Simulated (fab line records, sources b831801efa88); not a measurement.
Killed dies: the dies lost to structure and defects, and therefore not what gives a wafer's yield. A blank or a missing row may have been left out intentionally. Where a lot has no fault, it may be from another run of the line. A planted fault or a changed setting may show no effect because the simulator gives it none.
What tool caused it? | flow gf180mcu | 24 lots, 72 wafers sampled, at 4 steps of a route of 602

## WHAT THE GAUGES READ, wafer by wafer
GF_DNWELL_TW_MEAS_09. Usual: DNWELL_TW typically reads 1337, with standard deviation 18.
lot  | measured    | on           | DNWELL_TW      | flag
L074 | day 2 20:07 | filmMetro-04 | 1324 1329 1335 | 
L075 | day 3 00:50 | filmMetro-03 | 1364 1362 1371 | 
L076 | day 3 05:32 | filmMetro-01 | 1330 1326 1323 | 
L077 | day 3 11:32 | filmMetro-03 | 1342 1345 1339 | 
L078 | day 3 15:44 | filmMetro-04 | 1344 1350 1350 | 
L079 | day 3 20:16 | filmMetro-04 | 1336 1340 1347 | 
L080 | day 4 02:31 | filmMetro-01 | 1325 1323 1318 | 
L081 | day 4 08:02 | filmMetro-01 | 1311 1312 1307 | 
L082 | day 4 12:44 | filmMetro-03 | 1360 1354 1357 | 
L083 | day 4 18:48 | filmMetro-04 | 1351 1357 1349 | 
L084 | day 5 01:24 | filmMetro-01 | 1311 1304 1306 | 
L085 | day 5 03:55 | filmMetro-04 | 1347 1344 1351 | 
L086 | day 5 10:53 | filmMetro-01 | 1312 1320 1303 | 
L087 | day 5 18:40 | filmMetro-03 | 1368 1367 1368 | 
L088 | day 5 21:27 | filmMetro-01 | 1325 1318 1319 | 
L089 | day 6 03:21 | filmMetro-04 | 1345 1344 1341 | 
L090 | day 6 08:07 | filmMetro-03 | 1351 1358 1356 | 
L091 | day 6 13:46 | filmMetro-04 | 1335 1339 1344 | 
L092 | day 6 17:09 | filmMetro-01 | 1318 1314 1316 | 
L093 | day 7 01:53 | filmMetro-04 | 1325 1328 1328 | 
L094 | day 7 06:48 | filmMetro-03 | 1363 1363 1368 | 
L095 | day 7 10:47 | filmMetro-01 | 1313 1309 1316 | 
L096 | day 7 16:38 | filmMetro-04 | 1339 1338 1336 | 
L097 | day 7 22:25 | filmMetro-04 | 1347 1347 1349 | 

GF_M1_CD_MEAS_14: target cd 230 nm. Usual: cdNm 229.7 nm, standard deviation 1.1.
lot  | measured     | on       | cdNm (nm)         | flag
L074 | day 17 06:30 | cdSem-01 | 230.6 230.5 231.4 | 
L075 | day 17 11:25 | cdSem-01 | 227.8 227.5 228.7 | 
L076 | day 17 22:14 | cdSem-01 | 228.7 228.7 228.7 | 
L077 | day 18 14:11 | cdSem-01 | 229.4 228.5 229.9 | 
L078 | day 18 21:01 | cdSem-01 | 228.2 229.5 229.1 | 
L079 | day 19 08:02 | cdSem-01 | 228.7 227.0 228.1 | 
L080 | day 19 13:17 | cdSem-01 | 230.1 229.7 229.8 | 
L081 | day 19 18:04 | cdSem-01 | 229.9 230.5 230.0 | 
L082 | day 19 23:20 | cdSem-01 | 230.8 229.8 229.7 | 
L083 | day 20 14:25 | cdSem-01 | 230.8 229.5 229.9 | 
L084 | day 21 05:22 | cdSem-02 | 228.9 229.1 229.5 | 
L085 | day 21 10:20 | cdSem-01 | 230.1 230.9 230.2 | 
L086 | day 21 12:58 | cdSem-01 | 229.4 229.7 229.9 | 
L087 | day 22 00:53 | cdSem-01 | 227.7 229.1 229.8 | 
L088 | day 22 08:49 | cdSem-01 | 230.9 229.6 230.8 | 
L089 | day 22 18:22 | cdSem-02 | 229.9 230.0 230.1 | 
L090 | day 22 23:58 | cdSem-01 | 230.2 230.7 230.6 | 
L091 | day 23 00:19 | cdSem-01 | 228.1 228.5 227.0 | 
L092 | day 23 13:05 | cdSem-02 | 230.6 231.1 231.6 | 
L093 | day 24 04:13 | cdSem-01 | 230.3 229.8 229.8 | 
L094 | day 24 06:35 | cdSem-02 | 232.1 230.9 230.8 | 
L095 | day 24 16:16 | cdSem-01 | 231.2 231.0 230.4 | 
L096 | day 24 18:23 | cdSem-02 | 229.4 228.1 227.5 | 
L097 | day 25 02:12 | cdSem-01 | 229.7 230.8 229.5 | 

## WHICH TOOL RAN EACH LOT (tool, then ch and the chambers of the sampled wafers, then the start)
lot  | GF_SAB_STRIP_13                     | GF_SALICIDE_SPUTTER_03
L074 | plasmaAsher-03 ch 0,1, day 15 06:17 | pvdSputter-01, day 15 06:32
L075 | plasmaAsher-03 ch 0,1, day 15 11:46 | pvdSputter-04, day 15 11:58
L076 | plasmaAsher-01 ch 0,1, day 15 21:22 | pvdSputter-01, day 15 21:35
L077 | plasmaAsher-02 ch 0,1, day 16 12:51 | pvdSputter-02, day 16 13:04
L078 | plasmaAsher-02 ch 0,1, day 16 18:33 | pvdSputter-02, day 16 18:46
L079 | plasmaAsher-03 ch 0, day 17 04:26   | pvdSputter-02, day 17 04:39
L080 | plasmaAsher-03 ch 0,1, day 17 11:01 | pvdSputter-04, day 17 11:12
L081 | plasmaAsher-02 ch 0,1, day 17 15:17 | pvdSputter-02, day 17 15:29
L082 | plasmaAsher-01 ch 0,1, day 17 21:02 | pvdSputter-04, day 17 21:15
L083 | plasmaAsher-01 ch 0,1, day 18 10:18 | pvdSputter-01, day 18 10:31
L084 | plasmaAsher-03 ch 0,1, day 19 02:34 | pvdSputter-01, day 19 02:47
L085 | plasmaAsher-03 ch 0,1, day 19 07:02 | pvdSputter-01, day 19 07:14
L086 | plasmaAsher-03 ch 0,1, day 19 08:56 | pvdSputter-01, day 19 09:10
L087 | plasmaAsher-01 ch 0,1, day 19 22:51 | pvdSputter-04, day 19 23:04
L088 | plasmaAsher-02 ch 0,1, day 20 06:11 | pvdSputter-02, day 20 06:28
L089 | plasmaAsher-03 ch 0,1, day 20 16:44 | pvdSputter-02, day 20 16:58
L090 | plasmaAsher-03 ch 0,1, day 20 22:38 | pvdSputter-04, day 20 22:53
L091 | plasmaAsher-02 ch 0,1, day 20 23:11 | pvdSputter-01, day 20 23:28
L092 | plasmaAsher-03 ch 1, day 21 11:58   | pvdSputter-02, day 21 12:11
L093 | plasmaAsher-03 ch 0,1, day 22 04:55 | pvdSputter-02, day 22 05:07
L094 | plasmaAsher-01 ch 0,1, day 22 07:32 | pvdSputter-04, day 22 07:45
L095 | plasmaAsher-02 ch 0,1, day 22 16:56 | pvdSputter-04, day 22 17:09
L096 | plasmaAsher-01 ch 0,1, day 22 18:22 | pvdSputter-02, day 22 18:36
L097 | plasmaAsher-01 ch 0,1, day 23 03:32 | pvdSputter-04, day 23 03:43
- GF_SAB_STRIP_13: strips in O2/N2.
- GF_SALICIDE_SPUTTER_03: material TiN, target thk 20 nm, time 16.7 s.

## AS READ BY THE TOOLS THEMSELVES (means over the sampled wafers that have a number; for cases with no such wafer, the mark the record gives instead)
GF_SAB_STRIP_13. Usual: drypumpMotorCurrentA 5.9 A, standard deviation 0.58; heaterPowerW 330 W, standard deviation 32; oesProductAu 0.710 a.u., standard deviation 0.0044; stripTimeToEndpointS 12.60 s, standard deviation 0.033.
lot  | tool           | drypumpMotorCurrentA (A) | heaterPowerW (W) | oesProductAu (a.u.) | stripTimeToEndpointS (s) | flag
L074 | plasmaAsher-03 | 5.6                      | 319              | 0.708               | 12.54                    | 
L075 | plasmaAsher-03 | 5.2                      | 317              | 0.709               | 12.55                    | 
L076 | plasmaAsher-01 | 6.4                      | 321              | 0.711               | 12.56                    | 
L077 | plasmaAsher-02 | 6.2                      | 381              | 0.709               | 12.59                    | 
L078 | plasmaAsher-02 | 6.2                      | 373              | 0.705               | 12.59                    | 
L079 | plasmaAsher-03 | 5.0                      | 315              | 0.710               | 12.59                    | 
L080 | plasmaAsher-03 | 5.3                      | 321              | 0.713               | 12.61                    | 
L081 | plasmaAsher-02 | 6.2                      | 383              | 0.711               | 12.60                    | 
L082 | plasmaAsher-01 | 6.1                      | 315              | 0.714               | 12.58                    | 
L083 | plasmaAsher-01 | 6.4                      | 325              | 0.715               | 12.63                    | 
L084 | plasmaAsher-03 | 5.6                      | 320              | 0.707               | 12.62                    | 
L085 | plasmaAsher-03 | 5.6                      | 322              | 0.709               | 12.58                    | 
L086 | plasmaAsher-03 | 5.6                      | 321              | 0.708               | 12.65                    | 
L087 | plasmaAsher-01 | 6.4                      | 320              | 0.707               | 12.62                    | 
L088 | plasmaAsher-02 | 6.2                      | 377              | 0.709               | 12.59                    | 
L089 | plasmaAsher-03 | 5.6                      | 322              | 0.704               | 12.65                    | 
L090 | plasmaAsher-03 | 5.3                      | 314              | 0.709               | 12.61                    | 
L091 | plasmaAsher-02 | 6.1                      | 375              | 0.711               | 12.62                    | 
L092 | plasmaAsher-03 | 5.9                      | 318              | 0.706               | 12.59                    | 
L093 | plasmaAsher-03 | 5.6                      | 320              | 0.711               | 12.63                    | 
L094 | plasmaAsher-01 | 6.4                      | 316              | 0.708               | 12.55                    | 
L095 | plasmaAsher-02 | 6.4                      | 345              | 0.707               | 12.62                    | 
L096 | plasmaAsher-01 | 6.4                      | 320              | 0.714               | 12.58                    | 
L097 | plasmaAsher-01 | 6.4                      | 319              | 0.706               | 12.60                    | 

GF_SALICIDE_SPUTTER_03. Usual: throttleValvePct 29.9 %, standard deviation 0.85.
lot  | tool          | throttleValvePct (%) | flag
L074 | pvdSputter-01 | 29.3                 | 
L075 | pvdSputter-04 | 28.7                 | 
L076 | pvdSputter-01 | 30.2                 | 
L077 | pvdSputter-02 | 29.8                 | 
L078 | pvdSputter-02 | 30.3                 | 
L079 | pvdSputter-02 | 30.0                 | 
L080 | pvdSputter-04 | 30.3                 | 
L081 | pvdSputter-02 | 30.0                 | 
L082 | pvdSputter-04 | 30.3                 | 
L083 | pvdSputter-01 | 29.9                 | 
L084 | pvdSputter-01 | 29.5                 | 
L085 | pvdSputter-01 | 30.2                 | 
L086 | pvdSputter-01 | 29.7                 | 
L087 | pvdSputter-04 | 29.5                 | 
L088 | pvdSputter-02 | 30.6                 | 
L089 | pvdSputter-02 | 30.5                 | 
L090 | pvdSputter-04 | 29.6                 | 
L091 | pvdSputter-01 | 29.5                 | 
L092 | pvdSputter-02 | 29.5                 | 
L093 | pvdSputter-02 | 30.0                 | 
L094 | pvdSputter-04 | 29.3                 | 
L095 | pvdSputter-04 | 30.9                 | 
L096 | pvdSputter-02 | 30.4                 | 
L097 | pvdSputter-04 | 29.7                 | 

## THE ANSWER, worked out from the rows above alone
Rule: lot off if the mean of its wafers having a number is beyond 3 standard deviations from the usual mean. Also off: a lot with no number at a reading for which 4 or more lots have one. The other lots that the step has rows for count as sound. After the gauges, taken in route order, come the tools' own readings; for these a lot's mean is taken, as printed above. At the first step where some lot is off, the reading lying furthest off is the one used; lots without a number count as furthest.
None of the lots is off at any reading shown; this tells nothing.

## WHAT THE SIMULATOR PUT IN
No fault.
